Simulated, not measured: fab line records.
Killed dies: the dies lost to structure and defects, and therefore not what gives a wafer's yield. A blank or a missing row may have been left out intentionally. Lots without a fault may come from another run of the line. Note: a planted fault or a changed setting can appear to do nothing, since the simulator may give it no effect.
A lot that was struck, set against a sound lot || flow sky130 || 15 steps out of a route of 708
Sound: wafers L146.1, L146.3, L146.5. Struck: wafers L154.1, L154.4, L154.5. At the end, the cause is stated.
At each step with rows: each side's tool, then ch and its chambers, then its first start. Under that, the readings that differ: sound wafers || struck wafers || difference of the means || sigmas: that difference in standard deviations of wafers without a fault.
alike: readings with means less than 2 such deviations apart, plus words and numbers identical on both sides. not compared: withheld readings, readings lacking a value on some wafer, bounds such as >300 that could conceal the same value, and numbers that have no deviation in the record and whose values overlap.
Wherever a step has rows on one side only, a row that says differs or no value, or a row with sigmas, the two part there. Numbers that don't overlap but have no deviation are shown without sigmas and don't part them. Lack of a reading on every wafer of one side parts them only where that side has two or more wafers.

SKY_SD_N_RS_MEAS_16: a four-point-probe measurement.
  struck on filmMetro-01, day 32 11:44; sound on filmMetro-01, day 30 12:56
  alike: SD_N_RS
SKY_SD_N_RS_MEAS_17: a four-point-probe measurement.
  struck on filmMetro-01, day 32 11:52; sound on filmMetro-01, day 30 13:03
  alike: SD_P_RS
SKY_SD_N_RS_MEAS_18: a four-point-probe measurement.
  struck on filmMetro-01, day 32 11:59; sound on filmMetro-01, day 30 13:10
  alike: RES_XHIGH_RS
then, 2 steps without rows for these wafers: SKY_SALICIDE_CLEAN_00 (cleans in HF-last, time 30 s); SKY_LI_CONTACT_HDPCVD_00 (deposits PSG, target thk 930 nm, time 155 s).
SKY_LI_CONTACT_THK_MEAS_01:
  struck on filmMetro-02, day 32 12:13; sound on filmMetro-01, day 30 13:25
  alike: LI_CONTACT_HDPCVD_THK
SKY_LI_CONTACT_CMP_02: polishes PSG.
  sound on cmp-01 ch 0,1, day 30 13:29; struck on cmp-02 ch 0,1, day 32 12:17
{"reading": "edgeZonePressureFrac", "sound": "0.999 0.999 0.996", "struck": "1.012 1.010 1.004", "difference": "+0.011", "sigmas": "+2"}
  alike: motorCurrentA, timeToEndpointS
SKY_LI_CONTACT_BOW_MEAS_03:
  struck on filmMetro-02, day 32 12:35; sound on filmMetro-04, day 30 13:47
  alike: LI_CONTACT_BOW
then, 4 steps without rows for these wafers: SKY_LI_CONTACT_DEHYDRATE_04 (time 60 s); SKY_LI_CONTACT_HMDS_05 (prime time 60 s); SKY_LI_CONTACT_COAT_06 (resist thk 60 nm); SKY_LI_CONTACT_COAT_07 (resist thk 450 nm).
SKY_LI_CONTACT_SOFTBAKE_08: time 92.34 s.
  sound on lithoTrack-04 ch 0, day 31 03:00; struck on lithoTrack-04 ch 0, day 33 01:00
{"reading": "heaterPowerTotalW (W)", "sound": "57.28 57.21 57.42", "struck": "56.30 56.35 56.25", "difference": -1.00, "sigmas": -11}
{"reading": "plateSensorTCentreC (C)", "sound": "100.87 100.87 100.89", "struck": "99.63 99.629 99.614", "difference": -1.25, "sigmas": "-99 or more"}
{"reading": "plateSensorTEdgeC (C)", "sound": "100.97 100.96 100.94", "struck": "99.704 99.71 99.708", "difference": -1.249, "sigmas": "-99 or more"}
  alike: exhaustPa
then, 1 step without rows for these wafers: SKY_LI_CONTACT_EXPOSE_09 (exposes mask LICM1, target cd 170 nm).
-- here the record skips 16 days between the struck wafers' starts before and after, leaving off in module LI_CONTACT and picking up in module PAD_OPEN (first step shown: number 708 of the route) --
SKY_PAD_OPEN_PROBE_99:
  struck on prober-01, day 49 00:31; sound on prober-02, day 47 16:53
  alike: killed_at_M0_to_M3, killed_at_M4_up, killedAtContacts, killedAtFrontEnd, killedAtOther, killedDies, killedOpen, killedShort

WHERE THEY PART
Last at SKY_LI_CONTACT_SOFTBAKE_08 as far as this record goes, first at SKY_LI_CONTACT_CMP_02. Later steps at which nothing parts them and some readings are alike: SKY_PAD_OPEN_PROBE_99.

WHY: the cause the simulator had injected
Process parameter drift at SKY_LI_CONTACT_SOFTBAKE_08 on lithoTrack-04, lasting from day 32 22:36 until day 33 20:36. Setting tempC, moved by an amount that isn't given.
